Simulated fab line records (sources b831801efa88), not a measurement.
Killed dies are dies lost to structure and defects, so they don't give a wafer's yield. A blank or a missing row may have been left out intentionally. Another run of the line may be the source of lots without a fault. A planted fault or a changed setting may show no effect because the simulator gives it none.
A lot that was struck, set against a sound lot | flow sky130 | 16 steps out of a route of 708
Sound: wafers L133.1, L133.4, L133.5. Wafers L139.2, L139.4, L139.6 were the ones struck. The cause comes at the end.
Order at every step that has rows: each side's tool, ch and its chambers, its first start. Under that, the readings that differ: sound wafers | struck wafers | difference of the means | sigmas: that difference in standard deviations of wafers without a fault.
alike: readings whose means differ by less than 2 such deviations, and words and numbers that are the same on both sides. not compared: withheld readings, readings that some wafer has no value for, bounds like >300 that may hide the same value, and numbers for which the record gives no deviation and whose values overlap.
The two part at a step that has a row with sigmas, a row that says differs or no value, or rows on one side only. Non-overlapping numbers with no deviation appear without sigmas and do not part them. Lack of a reading on every wafer of one side parts them only where that side has two or more wafers.

first, 3 steps without rows for these wafers: SKY_METAL2_EXPOSE_12 (exposes mask MM2, target cd 140 nm); SKY_METAL2_PEB_13; SKY_METAL2_DEVELOP_14 (develop time 60 s).
SKY_METAL2_CD_MEAS_15 targets a cd of 140 nm.
  sound: cd_sem-01 at day 36 10:24; struck: cd_sem-01 at day 37 20:25
  alike: cd_nm
SKY_METAL2_OVL_MEAS_16:
  sound: overlay-02 at day 36 10:31; struck: overlay-02 at day 37 20:31
  alike: METAL2_OVL
SKY_METAL2_DESCUM_17: chemistry O2, time 8 s.
  sound on rie_metal-03 ch 1, day 36 10:33; struck on rie_metal-02 ch 0,1, day 37 20:33
  alike: chamber_pressure_mTorr, drypump_motor_current_A, oes_product_au, temp_c
  not compared: rf_hours_counter_h
SKY_METAL2_ETCH_18: etches BARC in N2/H2, stops on SiO2, time 45.9 s, target depth 60 nm.
  sound on rie_metal-03 ch 1, day 36 10:37; struck on rie_metal-02 ch 0,1, day 37 20:35
  alike: chamber_pressure_mTorr, drypump_motor_current_A, n2_flow_sccm, oes_product_au, throttle_valve_pct
  not compared: rf_hours_counter_h
SKY_METAL2_METAL_ETCH_19: etches the open film in Cl2/BCl3, stops on SiO2, target depth 360 nm, time 78 s.
  sound on rie_metal-03 ch 1, day 36 10:44; struck on rie_metal-02 ch 0,1, day 37 20:39
  reading                     | sound          | struck         | difference | sigmas
  drypump_motor_current_A (A) | 5.44 5.48 5.49 | 5.87 5.86 6.05 | +0.46      | +2
  alike: chamber_pressure_mTorr, oes_product_au, throttle_valve_pct
  not compared: rf_hours_counter_h
SKY_METAL2_STRIP_20: strips in O2/N2.
  sound on plasma_asher-04 ch 0,1, day 36 10:55; struck on plasma_asher-03 ch 0,1, day 37 20:44
  alike: chamber_pressure_mTorr, drypump_motor_current_A, n2_flow_sccm, oes_product_au, strip_time_to_endpoint_s
  not compared: rf_hours_counter_h
then, 3 steps without rows for these wafers: SKY_METAL2_STRIP_21 (strips in post etch residue remover, time 1200 s); SKY_METAL2_CLEAN_22 (cleans in IPA, time 180 s); SKY_METAL2_CLEAN_23 (cleans in O3/DIW).
SKY_VIA2_HDPCVD_00: deposits SiO2, target thk 1180 nm, time 196.7 s.
  sound on hdpcvd-01 ch 0,1,2, day 36 11:31; struck on hdpcvd-01 ch 1,2, day 37 21:39
SKY_VIA2_THK_MEAS_01:
  sound: film_metro-03 at day 36 11:38; struck: film_metro-01 at day 37 21:47
  reading              | sound          | struck         | difference | sigmas
  VIA2_HDPCVD_THK (nm) | 1188 1185 1175 | 2387 2376 2378 | +1198      | +99 or more
SKY_VIA2_CMP_02: polishes SiO2.
  sound on cmp-01 ch 2,3, day 36 11:42; struck on cmp-01 ch 1,2,3, day 37 21:50
  alike: motor_current_A, slurry_filter_dp_kPa
-- the record jumps here: 10 days lie between the struck wafers' starts before and after (it left off in module VIA2 and takes up again in module PAD_OPEN, whose first step shown is number 708 of the route) --
SKY_PAD_OPEN_PROBE_99:
  sound: prober-02 at day 46 21:56; struck: prober-01 at day 47 23:04
  alike: defect_limited_yield, killed_at_M0_to_M3, killed_at_M4_up, killed_at_contacts, killed_at_front_end, killed_at_other, killed_dies, killed_open, killed_short, sort_bin_3_pad_short, sort_bin_5_function, sort_bin_6_memory, sort_n_pass, sort_yield_pct

== WHERE THEY PART ==
Earliest at SKY_METAL2_METAL_ETCH_19; latest, in this record, at SKY_VIA2_THK_MEAS_01. Later steps at which nothing parts them and some readings are alike: SKY_VIA2_CMP_02, SKY_PAD_OPEN_PROBE_99.

WHY: whatever the simulator had introduced
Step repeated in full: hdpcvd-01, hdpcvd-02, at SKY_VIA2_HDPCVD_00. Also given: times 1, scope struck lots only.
